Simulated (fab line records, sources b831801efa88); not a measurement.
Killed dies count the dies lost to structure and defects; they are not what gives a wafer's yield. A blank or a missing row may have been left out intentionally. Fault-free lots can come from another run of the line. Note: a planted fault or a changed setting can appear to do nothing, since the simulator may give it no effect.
Chamber matching | flow gf180mcu | 3 sister chambers for GF_V2_CVD_02 on pecvd-04
The step deposits SiO2 from TEOS, target thk 850 nm, time 94.851 s. 16 wafers are shown with their chamber, then 8 later ones without.

## WAFERS WITH THEIR CHAMBER
wafer  | chamber | heater-power-w (W) | susceptor-temp-C (C)
L077.1 | 1       | 719                | 399.85
L077.5 | 2       | 613                | 399.80
L077.6 | 0       | 535                | 399.94
L079.1 | 2       | 769                | 400.12
L079.3 | 0       | 595                | 399.89
L079.5 | 1       | 646                | 400.06
L080.1 | 2       | 614                | 400.09
L080.3 | 1       | 640                | 399.82
L080.6 | 0       | 536                | 399.75
L082.1 | 2       | 727                | 399.83
L082.3 | 0       | 543                | 400.09
L082.4 | 0       | 603                | 399.89
L083.1 | 1       | 678                | 400.21
L083.4 | 0       | 525                | 399.98
L083.6 | 2       | 754                | 400.27
L084.2 | 0       | 675                | 399.93

SIGNATURES, as means of the wafers listed above
reading          | chamber 0 | chamber 1 | chamber 2 | scatter within a chamber
heater-power-w   | 573.14    | 670.75    | 695.40    | 58.8
susceptor-temp-C | 399.9243  | 399.9850  | 400.0220  | 0.159
Rule: a wafer lies at a distance from a chamber equal to the root of the sum of squares, over the readings, of (its reading less the chamber's mean, divided by the reading's scatter). If the next closest chamber is less than 2 further off than the closest, the wafer can't be placed; otherwise it belongs to the closest. The scatter: the root of (the sum of the squares of (reading less its chamber's mean) over the shown wafers, divided by (wafers less chambers)).

## WAFERS WHOSE CHAMBER IS MISSING
wafer  | heater-power-w (W) | susceptor-temp-C (C)
L084.3 | 652                | 399.85
L084.4 | 545                | 399.74
L087.1 | 656                | 400.07
L087.2 | 635                | 400.18
L087.6 | 686                | 399.97
L090.1 | 687                | 399.66
L090.4 | 754                | 400.21
L090.6 | 678                | 400.02

## CHAMBER TAKEN BY EACH
wafer  | from the rows above          | in truth
L084.3 | can't be placed: 1 or 2 or 0 | 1
L084.4 | can't be placed: 0 or 1 or 2 | 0
L087.1 | can't be placed: 1 or 2 or 0 | 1
L087.2 | can't be placed: 1 or 2 or 0 | 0
L087.6 | can't be placed: 1 or 2 or 0 | 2
L090.1 | can't be placed: 1 or 2 or 0 | 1
L090.4 | can't be placed: 2 or 1      | 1
L090.6 | can't be placed: 1 or 2 or 0 | 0
Placed correctly: 0 of 8. Can't be placed from these rows: 8 (the true chamber is among the candidates in 8). Placed wrongly: 0.
